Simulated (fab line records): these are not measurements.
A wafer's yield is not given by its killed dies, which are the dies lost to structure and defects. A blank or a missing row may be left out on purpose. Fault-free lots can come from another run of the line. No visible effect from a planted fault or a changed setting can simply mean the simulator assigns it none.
Check for tools in common || flow sky130 || Sample size 12 lots and 36 wafers

== THE REASON FOR OPENING IT ==
Of 12 lots, 3 have the reading LDD_HVN_TW flagged at SKY_LDD_HVN_TW_MEAS_10. Fault-free wafers read 1432, with a standard deviation of 7.
Rule: a lot is flagged in two cases, either no wafer of it has a number, or all its wafers with numbers fall more than 4 standard deviations from that mean. All remaining lots are regarded as sound.

{"lot": "L115", "measured": "day 20 16:38", "on": "film-metro-01", "LDD_HVN_TW, wafer by wafer": "1425 1425 1431", "flag": ""}
{"lot": "L116", "measured": "day 20 23:13", "on": "film-metro-01", "LDD_HVN_TW, wafer by wafer": "1422 1422 1418", "flag": ""}
{"lot": "L118", "measured": "day 21 09:38", "on": "film-metro-01", "LDD_HVN_TW, wafer by wafer": "1257 1262 1255", "flag": "FLAGGED"}
{"lot": "L120", "measured": "day 22 14:24", "on": "film-metro-01", "LDD_HVN_TW, wafer by wafer": "1260 1255 1256", "flag": "FLAGGED"}
{"lot": "L121", "measured": "day 22 22:06", "on": "film-metro-03", "LDD_HVN_TW, wafer by wafer": "1261 1268 1263", "flag": "FLAGGED"}
{"lot": "L128", "measured": "day 25 16:04", "on": "film-metro-01", "LDD_HVN_TW, wafer by wafer": "1438 1434 1432", "flag": ""}
{"lot": "L129", "measured": "day 26 04:05", "on": "film-metro-01", "LDD_HVN_TW, wafer by wafer": "1428 1414 1417", "flag": ""}
{"lot": "L130", "measured": "day 26 05:11", "on": "film-metro-03", "LDD_HVN_TW, wafer by wafer": "1438 1448 1441", "flag": ""}
{"lot": "L131", "measured": "day 26 09:37", "on": "film-metro-01", "LDD_HVN_TW, wafer by wafer": "1424 1423 1426", "flag": ""}
{"lot": "L132", "measured": "day 26 15:43", "on": "film-metro-03", "LDD_HVN_TW, wafer by wafer": "1438 1439 1437", "flag": ""}
{"lot": "L135", "measured": "day 27 17:17", "on": "film-metro-04", "LDD_HVN_TW, wafer by wafer": "1436 1430 1435", "flag": ""}
{"lot": "L136", "measured": "day 28 00:56", "on": "film-metro-04", "LDD_HVN_TW, wafer by wafer": "1429 1433 1427", "flag": ""}
Average over the flagged lots: 1260; offset from the usual -172, equal to -25 standard deviations.

== WHICH TOOL RAN EACH LOT ==
The record holds 1 process step before the reading, out of a route of 708 steps. Read each cell as the tool, then ch plus the chambers that the sampled wafers visited, then the start.
{"lot": "L115", "flag": "", "SKY_LDD_HVN_IMPLANT_08": "implanter-04 ch 0, day 20 16:25"}
{"lot": "L116", "flag": "", "SKY_LDD_HVN_IMPLANT_08": "implanter-03 ch 0, day 20 22:49"}
{"lot": "L118", "flag": "FLAGGED", "SKY_LDD_HVN_IMPLANT_08": "implanter-04 ch 0, day 21 09:24"}
{"lot": "L120", "flag": "FLAGGED", "SKY_LDD_HVN_IMPLANT_08": "implanter-04 ch 0, day 22 14:09"}
{"lot": "L121", "flag": "FLAGGED", "SKY_LDD_HVN_IMPLANT_08": "implanter-04 ch 0, day 22 21:54"}
{"lot": "L128", "flag": "", "SKY_LDD_HVN_IMPLANT_08": "implanter-04 ch 0, day 25 15:49"}
{"lot": "L129", "flag": "", "SKY_LDD_HVN_IMPLANT_08": "implanter-04 ch 0, day 26 03:52"}
{"lot": "L130", "flag": "", "SKY_LDD_HVN_IMPLANT_08": "implanter-04 ch 0, day 26 04:58"}
{"lot": "L131", "flag": "", "SKY_LDD_HVN_IMPLANT_08": "implanter-04 ch 0, day 26 09:23"}
{"lot": "L132", "flag": "", "SKY_LDD_HVN_IMPLANT_08": "implanter-04 ch 0, day 26 15:28"}
{"lot": "L135", "flag": "", "SKY_LDD_HVN_IMPLANT_08": "implanter-04 ch 0, day 27 17:04"}
{"lot": "L136", "flag": "", "SKY_LDD_HVN_IMPLANT_08": "implanter-01 ch 0, day 28 00:42"}
These steps, and what they do:
- SKY_LDD_HVN_IMPLANT_08
- SKY_LDD_HVN_TW_MEAS_10

== FLAGGED OVER TOTAL, TOOL BY TOOL (the gauges that took the reading come last) ==
{"step": "SKY_LDD_HVN_IMPLANT_08", "tool": "implanter-01", "lots run": 1, "flagged": 0, "share of the flagged lots": "none", "sound lots run after its first flagged lot": "-"}
{"step": "SKY_LDD_HVN_IMPLANT_08", "tool": "implanter-03", "lots run": 1, "flagged": 0, "share of the flagged lots": "none", "sound lots run after its first flagged lot": "-"}
{"step": "SKY_LDD_HVN_IMPLANT_08", "tool": "implanter-04", "lots run": 10, "flagged": 3, "share of the flagged lots": "all", "sound lots run after its first flagged lot": "6 (L128,L129,L130,L131,L132,L135)"}
{"step": "SKY_LDD_HVN_TW_MEAS_10", "tool": "film-metro-01", "lots run": 7, "flagged": 2, "share of the flagged lots": "some", "sound lots run after its first flagged lot": "3 (L128,L129,L131)"}
{"step": "SKY_LDD_HVN_TW_MEAS_10", "tool": "film-metro-03", "lots run": 3, "flagged": 1, "share of the flagged lots": "some", "sound lots run after its first flagged lot": "2 (L130,L132)"}
{"step": "SKY_LDD_HVN_TW_MEAS_10", "tool": "film-metro-04", "lots run": 2, "flagged": 0, "share of the flagged lots": "none", "sound lots run after its first flagged lot": "-"}

== THE TABLE: WHAT IT ALLOWS ==
1 row of the table ran every flagged lot: implanter-04 at SKY_LDD_HVN_IMPLANT_08.
- implanter-04 at SKY_LDD_HVN_IMPLANT_08: 3 of its 10 lots flagged. After the first flagged lot (L128, L129, L130, L131, L132, L135), sound lots still ran on it; a lasting fault on the whole tool would not permit that. Its own readings (dose-ions-cm2, faraday-current-uA) fall more than 4 standard deviations out on all wafers of the flagged lots.
Not one row of the table ran every flagged lot while running no sound lot after the first.

== WHAT THE SIMULATOR HAD PUT IN ==
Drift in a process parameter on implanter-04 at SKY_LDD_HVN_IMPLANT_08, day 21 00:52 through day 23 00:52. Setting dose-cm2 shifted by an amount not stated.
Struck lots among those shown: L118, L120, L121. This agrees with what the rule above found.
